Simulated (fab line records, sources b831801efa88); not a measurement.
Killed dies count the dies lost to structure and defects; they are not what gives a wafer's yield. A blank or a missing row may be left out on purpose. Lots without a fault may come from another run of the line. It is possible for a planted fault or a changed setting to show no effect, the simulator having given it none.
8D (eight disciplines) problem report, filled in by code / flow sky130 / the parts of the form that need people (team, actions taken, sign-off) are left out

## 1. PROBLEM STATEMENT
POLY_GATE_CVD_00_THK at SKY_POLY_GATE_THK_MEAS_01 reads a mean of 135.1 nm on 6 wafers of 2 lots; wafers without a fault read 180.3 nm with a standard deviation of 1.3. Relative to the usual mean, that is a shift of -35 standard deviations.
Earliest sighting: wafer L140.1 on film_metro-04 at day 17 15:23. At this step, 33 wafers from 11 lots have a number in the record. Rule for "out" (also "out of limits"): further than 4 standard deviations from the usual mean. Any other wafer with a number is counted as sound.

## 2. WHAT IT IS AND WHAT IT IS NOT
question=which readings at this step | is=POLY_GATE_CVD_00_THK | is not=-
question=which lots | is=L140, L141 | is not=L133, L134, L136, L138, L151, L152, L153, L154, L155
question=which wafers of those lots | is=all that have a number | is not=-
question=read on which gauges | is=film_metro-02, film_metro-04 | is not=film_metro-03
question=when | is=from day 17 15:23 | is not=up to then (12 sound wafers); but 15 sound wafers of L151, L152, L153, L154, L155 came after

## 3. SUSPECTS, AND WHAT RULES EACH OUT
Counting: any tool at a process step up to the reading is kept as a suspect provided that every lot that is out went through it and no sound lot did after the first of them.
- the gauge at SKY_POLY_GATE_THK_MEAS_01 has been ruled out. The wafers that are out were read on 2 gauges (film_metro-02, film_metro-04).
- lpcvd-01 at SKY_POLY_GATE_CVD_00 (deposits poly-Si, target thk 180 nm, time 720 s): ruled out as a lasting fault. Sound lots L151, L152, L153, L154, L155 ran on it after its first lot that is out, L140 (day 17 14:11).
Left after counting: nothing in the record.

## 4. THE CAUSE (what the simulator had put in)
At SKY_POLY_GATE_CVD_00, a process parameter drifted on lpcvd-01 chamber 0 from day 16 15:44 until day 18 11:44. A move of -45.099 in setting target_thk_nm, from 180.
Counting ruled it out, wrongly: the rule takes a fault to strike every lot that its tool runs from its start on, and this one did not.

## 5. SEQUENCE OF EFFECTS, ordered by route
Rows list readings where the struck wafers' mean (over those with a number) sits beyond 3 standard deviations from the usual. Scope: only readings with a usual standard deviation given in the record; hours: median across lots of the time from each lot's start at the first step in this table that gives one to its start at this step; sigmas: change in usual standard deviations.
hours=0; step=SKY_POLY_GATE_THK_MEAS_01; reading=POLY_GATE_CVD_00_THK; usual=180.3 nm; on struck wafers=135.1; change=-45.2; sigmas=-35
hours=65; step=SKY_POLY_GATE_ETCH_17; reading=oes_product_au; usual=0.989 a.u.; on struck wafers=0.818; change=-0.171; sigmas=-26
Here are the process steps it includes:
- SKY_POLY_GATE_ETCH_17: etches poly-Si in HBr/Cl2, stops on SiO2, target depth 180 nm, time 70.5 s.
Later measuring or inspecting steps at which every struck wafer that the step has a row for has a number for every such reading, and none has moved that far: SKY_LI_CONTACT_CD_MEAS_12.

## 6. WHAT WOULD HAVE CAUGHT IT SOONER
In this record the first reading out of limits at a measuring or inspecting step was taken at day 17 15:23, 24 hours after the fault began at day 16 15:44.
An alarm limit of 4 standard deviations would not have fired on the tool readings at SKY_POLY_GATE_CVD_00 for which the record gives a usual standard deviation, since none of them was out on any struck wafer.
